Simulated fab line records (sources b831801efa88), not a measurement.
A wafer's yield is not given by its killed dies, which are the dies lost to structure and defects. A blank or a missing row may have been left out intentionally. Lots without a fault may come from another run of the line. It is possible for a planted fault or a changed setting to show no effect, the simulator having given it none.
Matching of chambers / flow sky130 / SKY_CAP2M_CVD_00 on pecvd-03: 3 sister chambers
The step deposits SiO2, target thk 15.5 nm. 3 wafers are shown with their chamber, then 7 later ones without.

WAFERS WITH THEIR CHAMBER
wafer=L085.6; chamber=2; heater_power_w (W)=610
wafer=L087.3; chamber=0; heater_power_w (W)=825
wafer=L087.4; chamber=1; heater_power_w (W)=735

WAFERS WITH NO CHAMBER GIVEN
wafer=L087.6; heater_power_w (W)=837
wafer=L089.2; heater_power_w (W)=728
wafer=L089.4; heater_power_w (W)=825
wafer=L089.5; heater_power_w (W)=614
wafer=L093.1; heater_power_w (W)=580
wafer=L093.2; heater_power_w (W)=852
wafer=L093.3; heater_power_w (W)=620

EACH ONE'S CHAMBER
wafer=L087.6; from the rows above=0; in truth=0
wafer=L089.2; from the rows above=1; in truth=1
wafer=L089.4; from the rows above=0; in truth=0
wafer=L089.5; from the rows above=2; in truth=2
wafer=L093.1; from the rows above=2; in truth=2
wafer=L093.2; from the rows above=0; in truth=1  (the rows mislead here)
wafer=L093.3; from the rows above=2; in truth=2
6 of 7 placed correctly. From these rows, 0 cannot be placed. Placed wrongly: 1.
How it was worked out, from the rows above alone: a wafer's distance from a chamber is the root of the sum, over the readings, of the square of ((its reading less the chamber's mean) divided by the reading's scatter). If the next closest chamber is less than 2 further off than the closest, the wafer can't be placed; otherwise it belongs to the closest. A chamber's mean is the mean of its shown wafers. The scatter: root of mean squared gap, hidden wafer to nearest shown wafer, with one shown wafer a chamber.
